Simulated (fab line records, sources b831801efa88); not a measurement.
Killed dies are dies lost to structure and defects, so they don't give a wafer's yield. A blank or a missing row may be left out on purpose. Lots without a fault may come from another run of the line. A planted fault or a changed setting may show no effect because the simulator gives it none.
Chamber matching | flow sky130 | SKY_VIA3_ETCH_14 on rie_diel-02: 4 sister chambers
The step etches BARC in N2/H2, stops on SiO2, time 45.9 s, target depth 60 nm. 8 wafers are shown with their chamber, then 7 later ones without.

WAFERS WITH THEIR CHAMBER
wafer  | chamber | drypump_motor_current_A (A) | oes_product_au (a.u.)
L076.2 | 3       | 6.4                         | 0.860
L082.4 | 0       | 5.7                         | 0.853
L082.5 | 2       | 6.2                         | 0.857
L089.1 | 1       | 6.2                         | 0.855
L089.4 | 0       | 5.7                         | 0.851
L089.5 | 1       | 6.1                         | 0.854
L090.1 | 2       | 6.2                         | 0.863
L090.4 | 3       | 6.4                         | 0.854

WAFERS WITHOUT THEIR CHAMBER
wafer  | drypump_motor_current_A (A) | oes_product_au (a.u.)
L090.5 | 6.2                         | 0.862
L093.3 | 6.4                         | 0.860
L093.4 | 6.1                         | 0.867
L093.6 | 5.7                         | 0.861
L097.1 | 5.7                         | 0.867
L097.4 | 6.1                         | 0.853
L097.6 | 6.2                         | 0.856

WHICH CHAMBER EACH WENT THROUGH
wafer  | from the rows above     | in truth
L090.5 | 2                       | 2
L093.3 | 3                       | 3
L093.4 | can't be placed: 2 or 1 | 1
L093.6 | 0                       | 0
L097.1 | 0                       | 0
L097.4 | 1                       | 1
L097.6 | can't be placed: 2 or 1 | 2
Placed correctly: 5 of 7. Can't be placed from these rows: 2 (the true chamber is among the candidates in 2). Placed wrongly: 0.
How it was worked out, from the rows above alone: a wafer's distance from a chamber is the root of the sum, over the readings, of the square of ((its reading less the chamber's mean) divided by the reading's scatter). The wafer belongs to the nearest chamber; if the next one is less than 2 further off, it can't be placed. A chamber's mean is the mean of its shown wafers. The scatter: the root of (the sum of the squares of (reading less its chamber's mean) over the shown wafers, divided by (wafers less chambers)).
